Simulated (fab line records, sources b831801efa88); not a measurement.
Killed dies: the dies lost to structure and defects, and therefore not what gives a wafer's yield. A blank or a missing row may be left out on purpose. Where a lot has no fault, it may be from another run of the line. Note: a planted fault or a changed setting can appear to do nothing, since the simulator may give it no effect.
Matching of chambers + flow gf180mcu + 4 sister chambers for GF_STI_CMP_25 on cmp-02
The step polishes, stops on Si3N4, t overpolish 33 s, target thk 524.6 nm. 4 wafers are shown with their chamber, then 6 later ones without.

## WAFERS WITH THEIR CHAMBER
| wafer  | chamber | motor-current-A (A) |
|--------|---------|---------------------|
| L554.3 | 2       | 11.6                |
| L554.4 | 3       | 13.4                |
| L555.3 | 0       | 12.6                |
| L555.6 | 1       | 13.4                |

## WAFERS WHOSE CHAMBER IS MISSING
| wafer  | motor-current-A (A) |
|--------|---------------------|
| L557.1 | 13.3                |
| L557.2 | 11.9                |
| L557.3 | 13.8                |
| L558.4 | 12.4                |
| L558.5 | 13.6                |
| L558.6 | 12.2                |

## CHAMBER TAKEN BY EACH
| wafer  | from the rows above     | in truth                   |
|--------|-------------------------|----------------------------|
| L557.1 | can't be placed: 1 or 3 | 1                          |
| L557.2 | can't be placed: 2 or 0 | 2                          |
| L557.3 | can't be placed: 1 or 3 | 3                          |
| L558.4 | 0                       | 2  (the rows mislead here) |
| L558.5 | can't be placed: 1 or 3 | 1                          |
| L558.6 | can't be placed: 0 or 2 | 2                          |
0 of 6 placed correctly. Can't be placed from these rows: 5 (the true chamber is among the candidates in 5). Wrongly placed: 1.
How it was worked out, from the rows above alone: a wafer's distance from a chamber is the root of the sum, over the readings, of the square of ((its reading less the chamber's mean) divided by the reading's scatter). The wafer belongs to the nearest chamber; if the next one is less than 2 further off, it can't be placed. The mean given for a chamber averages the wafers shown for that chamber. The scatter (one wafer shown for each chamber): square how far every hidden wafer sits from the nearest shown wafer, average those squares and take the square root.
